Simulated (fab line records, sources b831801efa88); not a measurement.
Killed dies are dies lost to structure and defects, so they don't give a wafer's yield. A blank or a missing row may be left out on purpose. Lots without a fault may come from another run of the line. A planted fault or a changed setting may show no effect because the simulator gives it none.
A struck lot beside a sound one | flow sky130 | 15 steps out of a route of 708
Sound: wafers L864.1, L864.2, L864.5. Struck: wafers L874.3, L874.5. (L874.2 of the same lot was not struck and is left out.) The cause comes at the end.
At each step with rows: each side's tool, then ch and its chambers, then its first start. Under that, the readings that differ: sound wafers | struck wafers | difference of the means | sigmas: that difference in standard deviations of wafers without a fault.
alike: readings whose means differ by less than 2 such deviations, and words and numbers that are the same on both sides. not compared: withheld readings, readings that some wafer has no value for, bounds like >300 that may hide the same value, and numbers for which the record gives no deviation and whose values overlap.
The two part at a step that has a row with sigmas, a row that says differs or no value, or rows on one side only. Numbers that don't overlap but have no deviation are shown without sigmas and don't part them. A reading that every wafer of one side lacks parts them only if that side has two wafers or more.

SKY_VIA2_STRIP_16: strips in O2/N2.
  sound on plasma_asher-03 ch 0,1, day 37 03:07; struck on plasma_asher-03 ch 0, day 39 19:51
  alike: chamber_pressure_mTorr, drypump_motor_current_A, oes_product_au, strip_time_to_endpoint_s
  not compared: rf_hours_counter_h
then, 3 steps without rows for these wafers: SKY_VIA2_STRIP_17 (strips in post etch residue remover, time 1200 s); SKY_VIA2_CLEAN_18 (cleans in IPA, time 180 s); SKY_VIA2_CLEAN_19 (cleans in O3/DIW).
SKY_VIA2_SPUTTER_20: material TiN, target thk 20 nm, time 80 s.
  sound on pvd_sputter-04, day 37 03:45; struck on pvd_sputter-03, day 39 20:26
  alike: throttle_valve_pct
then, 1 step without rows for these wafers: SKY_VIA2_CVD_21 (deposits W, target thk 420 nm, time 126.4 s).
SKY_VIA2_RS_MEAS_22: measures by four-point-probe.
  sound on film_metro-01, day 37 03:56; struck on film_metro-02, day 39 20:39
  alike: VIA2_W_RS
SKY_VIA2_THK_MEAS_23: measures by xrf.
  sound on film_metro-01, day 37 04:04; struck on film_metro-02, day 39 20:46
  alike: VIA2_W_THK
SKY_VIA2_CMP_24: polishes, stops on SiO2, t overpolish 20 s, target thk 0 nm.
  sound on cmp-02 ch 0,2,3, day 37 04:13; struck on cmp-01 ch 2,3, day 39 20:49
  alike: motor_current_A, overpolish_run_s, time_to_endpoint_s
then, 1 step without rows for these wafers: SKY_METAL3_SPUTTER_00 (material Ti, target thk 15 nm, time 10 s).
SKY_METAL3_SPUTTER_01: material TiN, target thk 20 nm, time 16.7 s.
  sound on pvd_sputter-03, day 37 04:27; struck on pvd_sputter-01, day 39 21:08
  alike: throttle_valve_pct
then, 1 step without rows for these wafers: SKY_METAL3_SPUTTER_02 (material AlCu, target thk 735 nm, time 39.1 s).
SKY_METAL3_SPUTTER_03: material Ti, target thk 5 nm, time 3.3 s.
  sound on pvd_sputter-03, day 37 04:31; struck on pvd_sputter-01, day 39 21:12
  reading                                   | sound             | struck      | difference | sigmas
  model.Ti_of_METAL3_SPUTTER_03.thk_nm (nm) | 4.992 5.098 5.139 | 4.354 4.376 | -0.711     |
  alike: throttle_valve_pct
SKY_METAL3_SPUTTER_04: material TiN, target thk 70 nm, time 58.3 s.
  sound on pvd_sputter-03, day 37 04:32; struck on pvd_sputter-01, day 39 21:13
  alike: throttle_valve_pct
-- the record jumps here: 9 days lie between the struck wafers' starts before and after (it left off in module METAL3 and takes up again in module PAD_OPEN, whose first step shown is number 708 of the route) --
SKY_PAD_OPEN_PROBE_99:
  sound on prober-01, day 46 09:52; struck on prober-02, day 48 15:44
  alike: defect_limited_yield, killed_at_M0_to_M3, killed_at_M4_up, killed_at_contacts, killed_at_front_end, killed_at_other, killed_dies, killed_on_rim, killed_open, killed_short, sort_bin_3_pad_short, sort_bin_5_function, sort_bin_6_memory, sort_n_pass, sort_yield_pct

WHERE THEY PART
Nowhere in this record.

WHY: what the simulator had put in
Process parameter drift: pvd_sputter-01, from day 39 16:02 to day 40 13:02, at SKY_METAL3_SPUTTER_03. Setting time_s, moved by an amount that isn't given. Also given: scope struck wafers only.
